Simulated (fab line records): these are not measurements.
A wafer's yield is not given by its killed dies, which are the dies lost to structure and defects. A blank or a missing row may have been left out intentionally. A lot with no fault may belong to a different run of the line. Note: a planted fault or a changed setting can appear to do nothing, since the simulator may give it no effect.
Comparing a struck lot with a sound one | flow sky130 | 20 steps out of a route of 708
Sound: the wafers L754.2, L754.3, L754.5. Struck: wafer L760.3. The cause is given at the end.
For every step that has rows: the tool of each side, followed by ch and its chambers, followed by its first start. Under that, the readings that differ: sound wafers | struck wafers | difference of the means | sigmas: that difference in standard deviations of wafers without a fault.
alike: same words and numbers on both sides, and readings whose means sit less than 2 such deviations apart. not compared: any withheld reading, any reading some wafer has no value for, any bound like >300 that may hide the same value, and any number with overlapping values for which the record gives no deviation.
The two part at a step that has a row with sigmas, a row that says differs or no value, or rows on one side only. Numbers that don't overlap but have no deviation are shown without sigmas and don't part them. A reading missing from all wafers of one side parts the sides only when that side holds two or more wafers.

SKY_FIELD_ISO_BOW_MEAS_00:
  sound on film metro-02 at day 1 20:01; struck on film metro-02 at day 3 02:02
  alike: INCOMING_BOW
then, 1 step without rows for these wafers: SKY_FIELD_ISO_OXIDATION_01 (stabilise 600 s, purge 300 s, target thk 12 nm).
SKY_FIELD_ISO_THK_MEAS_02:
  sound on film metro-04 at day 1 22:50; struck on film metro-04 at day 3 04:08
  alike: FIELD_ISO_OXIDATION_00_THK
then, 1 step without rows for these wafers: SKY_FIELD_ISO_CVD_03 (deposits Si3N4 from DCS/NH3, target thk 165 nm, time 2830 s).
SKY_FIELD_ISO_THK_MEAS_04:
  sound on film metro-01 at day 2 03:43; struck on film metro-02 at day 3 08:15
  alike: FIELD_ISO_CVD_03_THK
then, 5 steps without rows for these wafers: SKY_FIELD_ISO_DEHYDRATE_05 (time 60 s); SKY_FIELD_ISO_HMDS_06 (prime time 60 s); SKY_FIELD_ISO_COAT_07 (resist thk 60 nm); SKY_FIELD_ISO_COAT_08 (resist thk 450 nm); SKY_FIELD_ISO_SOFTBAKE_09 (time 90 s).
SKY_FIELD_ISO_EXPOSE_10: exposes mask FOM, target cd 150 nm.
  sound on krf scanner-02 ch 0, day 2 10:59; struck on krf scanner-02 ch 0, day 3 16:10
  alike: mask, reticle temp C
then, 2 steps without rows for these wafers: SKY_FIELD_ISO_PEB_11; SKY_FIELD_ISO_DEVELOP_12 (develop time 60 s).
SKY_FIELD_ISO_CD_MEAS_13: target cd 150 nm.
  sound on cd sem-02 at day 2 18:28; struck on cd sem-02 at day 3 23:54
  reading    | sound             | struck | difference | sigmas
  cd nm (nm) | 151.0 150.2 151.7 | 86.5   | -64.5      | -46
  not compared: hold
SKY_FIELD_ISO_ETCH_14: etches BARC in N2/H2, stops on SiO2, time 45.9 s, target depth 60 nm.
  sound on rie diel-03 ch 0,1,2, day 2 18:34; struck on rie diel-03 ch 2, day 4 06:18
  reading                    | sound             | struck                   | difference                   | sigmas
  hold                       | - - -             | await dispo/6.3h/release | no value on the sound wafers |
  model.FIELD_ISO.cd nm (nm) | 152.6 151.9 152.9 | 86.51                    | -65.96                       |
  alike: drypump motor current A, h2 flow sccm, oes product au, throttle valve pct
  not compared: rf hours counter h
SKY_FIELD_ISO_ETCH_15: etches the open film in CHF3/O2, stops on Si, target depth 180 nm, time 72 s.
  sound on rie diel-03 ch 0,1,2, day 2 18:37; struck on rie diel-03 ch 2, day 4 06:21
  alike: chf3 flow sccm, drypump motor current A, oes product au, throttle valve pct
  not compared: rf hours counter h
SKY_FIELD_ISO_STRIP_16: strips in O2/N2.
  sound on plasma asher-02 ch 0,1, day 2 18:40; struck on plasma asher-02 ch 1, day 4 06:35
  reading                      | sound          | struck | difference | sigmas
  strip time to endpoint s (s) | 3.52 3.49 3.46 | 3.59   | +0.10      | +2
  alike: drypump motor current A, oes product au
  not compared: rf hours counter h
SKY_FIELD_ISO_ETCH_17: etches Si in HBr/Cl2/O2, target depth 342 nm, time 97.7 s.
  sound on rie si-02 ch 0,1,2, day 2 18:46; struck on rie si-01 ch 1, day 4 06:40
  reading                     | sound             | struck | difference | sigmas
  drypump motor current A (A) | 6.2 4.9 4.9       | 6.8    | +1.5       | +2
  oes product au (a.u.)       | 0.984 1.011 0.987 | 1.031  | +0.037     | +2
  model.FIELD_ISO.cd nm (nm)  | 150 151.6 152     | 85.64  | -65.56     |
  alike: throttle valve pct
  not compared: rf hours counter h
then, 1 step without rows for these wafers: SKY_FIELD_ISO_WET_ETCH_18 (etches Si3N4 in H3PO4, target depth 25 nm, time 286 s).
-- here the record skips 43 days between the struck wafers' starts before and after, leaving off in module FIELD_ISO and picking up in module PAD_OPEN (first step shown: number 708 of the route) --
SKY_PAD_OPEN_PROBE_99:
  sound on prober-01 at day 46 11:38; struck on prober-02 at day 47 18:32
  reading             | sound    | struck | difference | sigmas
  killed_at_M0_to_M3  | 50 50 51 | 37     | -13        | -2
  killed at contacts  | 17 18 23 | 36     | +17        | +3
  killed at front end | 22 18 18 | 415    | +396       | +86
  killed at other     | 2 1 1    | 0      | -1         | -2
  killed dies         | 93 90 94 | 492    | +400       | +45
  killed on rim       | 16 17 16 | 96     | +80        | +22
  alike: killed_at_M4_up, killed open, killed short
  not compared: hold

== WHERE THEY PART ==
First at SKY_FIELD_ISO_CD_MEAS_13; last, within this record, at SKY_PAD_OPEN_PROBE_99.

WHY: whatever the simulator had introduced
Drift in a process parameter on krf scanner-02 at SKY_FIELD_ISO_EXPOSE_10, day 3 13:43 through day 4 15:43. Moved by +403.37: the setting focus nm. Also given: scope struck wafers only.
